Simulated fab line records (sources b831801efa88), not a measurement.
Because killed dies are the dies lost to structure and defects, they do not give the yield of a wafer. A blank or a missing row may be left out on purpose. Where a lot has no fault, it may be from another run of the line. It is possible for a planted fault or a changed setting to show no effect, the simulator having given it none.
Commonality check across tools / flow gf180mcu / Lots sampled 12, wafers sampled 36

== WHY IT WAS OPENED ==
At GF_NWELL_TW_MEAS_11 the reading NWELL_TW is flagged on 3 of 12 lots. No-fault wafers: 1573, standard deviation 14.
Rule: a lot gets a flag if all its wafers with a number sit over 4 standard deviations from that mean, or if no wafer of it has a number. The other lots count as sound.

lot=L919; measured=day 3 13:02; on=film metro-03; NWELL_TW, wafer by wafer=1582 1581 1584; flag=
lot=L922; measured=day 4 05:52; on=film metro-02; NWELL_TW, wafer by wafer=1578 1584 1581; flag=
lot=L923; measured=day 4 12:02; on=film metro-03; NWELL_TW, wafer by wafer=1591 1599 1589; flag=
lot=L924; measured=day 4 17:20; on=film metro-02; NWELL_TW, wafer by wafer=1574 1577 1573; flag=
lot=L929; measured=day 5 20:16; on=film metro-01; NWELL_TW, wafer by wafer=1430 1439 1435; flag=FLAGGED
lot=L930; measured=day 6 01:13; on=film metro-02; NWELL_TW, wafer by wafer=1450 1442 1440; flag=FLAGGED
lot=L931; measured=day 6 07:07; on=film metro-03; NWELL_TW, wafer by wafer=1451 1455 1455; flag=FLAGGED
lot=L936; measured=day 7 09:26; on=film metro-01; NWELL_TW, wafer by wafer=1565 1559 1559; flag=
lot=L937; measured=day 7 16:13; on=film metro-01; NWELL_TW, wafer by wafer=1567 1566 1568; flag=
lot=L938; measured=day 7 20:22; on=film metro-02; NWELL_TW, wafer by wafer=1583 1584 1589; flag=
lot=L939; measured=day 8 02:04; on=film metro-01; NWELL_TW, wafer by wafer=1563 1558 1561; flag=
lot=L941; measured=day 8 15:43; on=film metro-02; NWELL_TW, wafer by wafer=1583 1577 1577; flag=
The mean of the flagged lots' numbers is 1444, -129 from the usual (-9 standard deviations).

== EACH LOT AND THE TOOL IT RAN ON ==
2 process steps preceding the reading are held in the record, out of 602 steps in the route. Read each cell as the tool, then ch plus the chambers that the sampled wafers visited, then the start.
lot=L919; flag=; GF_NWELL_IMPLANT_08=implanter-03 ch 0, day 3 12:39; GF_NWELL_STRIP_10=plasma asher-01 ch 0,1, day 3 12:56
lot=L922; flag=; GF_NWELL_IMPLANT_08=implanter-03 ch 0, day 4 05:28; GF_NWELL_STRIP_10=plasma asher-04 ch 0, day 4 05:46
lot=L923; flag=; GF_NWELL_IMPLANT_08=implanter-02 ch 0, day 4 11:40; GF_NWELL_STRIP_10=plasma asher-04 ch 0,1, day 4 11:57
lot=L924; flag=; GF_NWELL_IMPLANT_08=implanter-02 ch 0, day 4 16:57; GF_NWELL_STRIP_10=plasma asher-01 ch 0,1, day 4 17:14
lot=L929; flag=FLAGGED; GF_NWELL_IMPLANT_08=implanter-03 ch 0, day 5 19:52; GF_NWELL_STRIP_10=plasma asher-01 ch 0,1, day 5 20:10
lot=L930; flag=FLAGGED; GF_NWELL_IMPLANT_08=implanter-03 ch 0, day 6 00:49; GF_NWELL_STRIP_10=plasma asher-03 ch 0,1, day 6 01:07
lot=L931; flag=FLAGGED; GF_NWELL_IMPLANT_08=implanter-03 ch 0, day 6 06:43; GF_NWELL_STRIP_10=plasma asher-03 ch 0,1, day 6 07:01
lot=L936; flag=; GF_NWELL_IMPLANT_08=implanter-04 ch 0, day 7 09:04; GF_NWELL_STRIP_10=plasma asher-01 ch 0,1, day 7 09:20
lot=L937; flag=; GF_NWELL_IMPLANT_08=implanter-04 ch 0, day 7 15:49; GF_NWELL_STRIP_10=plasma asher-01 ch 0,1, day 7 16:07
lot=L938; flag=; GF_NWELL_IMPLANT_08=implanter-04 ch 0, day 7 19:58; GF_NWELL_STRIP_10=plasma asher-03 ch 0,1, day 7 20:16
lot=L939; flag=; GF_NWELL_IMPLANT_08=implanter-04 ch 0, day 8 01:40; GF_NWELL_STRIP_10=plasma asher-04 ch 0,1, day 8 01:58
lot=L941; flag=; GF_NWELL_IMPLANT_08=implanter-02 ch 0, day 8 15:19; GF_NWELL_STRIP_10=plasma asher-01 ch 0,1, day 8 15:37
These steps, and what they do:
- GF_NWELL_IMPLANT_08
- GF_NWELL_STRIP_10: strips in O2/N2.
- GF_NWELL_TW_MEAS_11

== FLAGGED AGAINST TOTAL, ONE TOOL AT A TIME (gauges that did the reading follow at the end) ==
step=GF_NWELL_IMPLANT_08; tool=implanter-02; lots run=3; flagged=0; share of the flagged lots=none; sound lots run after its first flagged lot=-
step=GF_NWELL_IMPLANT_08; tool=implanter-03; lots run=5; flagged=3; share of the flagged lots=all; sound lots run after its first flagged lot=0
step=GF_NWELL_IMPLANT_08; tool=implanter-04; lots run=4; flagged=0; share of the flagged lots=none; sound lots run after its first flagged lot=-
step=GF_NWELL_STRIP_10; tool=plasma asher-01; lots run=6; flagged=1; share of the flagged lots=some; sound lots run after its first flagged lot=3 (L936,L937,L941)
step=GF_NWELL_STRIP_10; tool=plasma asher-03; lots run=3; flagged=2; share of the flagged lots=some; sound lots run after its first flagged lot=1 (L938)
step=GF_NWELL_STRIP_10; tool=plasma asher-04; lots run=3; flagged=0; share of the flagged lots=none; sound lots run after its first flagged lot=-
step=GF_NWELL_TW_MEAS_11; tool=film metro-01; lots run=4; flagged=1; share of the flagged lots=some; sound lots run after its first flagged lot=3 (L936,L937,L939)
step=GF_NWELL_TW_MEAS_11; tool=film metro-02; lots run=5; flagged=1; share of the flagged lots=some; sound lots run after its first flagged lot=2 (L938,L941)
step=GF_NWELL_TW_MEAS_11; tool=film metro-03; lots run=3; flagged=1; share of the flagged lots=some; sound lots run after its first flagged lot=0

== WHAT THE TABLE PERMITS ==
All flagged lots share 1 row of the table, namely implanter-03 at GF_NWELL_IMPLANT_08.
- implanter-03 at GF_NWELL_IMPLANT_08 ran 5 lots, 3 of them flagged. Its last sound lot is L922 (day 4 05:28), its first flagged lot L929 (day 5 19:52): a fault that began between those two fits.
implanter-03 at GF_NWELL_IMPLANT_08 is the single tool remaining.

== WHAT WAS PUT IN BY THE SIMULATOR ==
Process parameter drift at GF_NWELL_IMPLANT_08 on implanter-03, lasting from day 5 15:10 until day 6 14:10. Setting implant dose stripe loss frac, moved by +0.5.
Struck lots among those shown: L929, L930, L931. Same finding as the rule above.
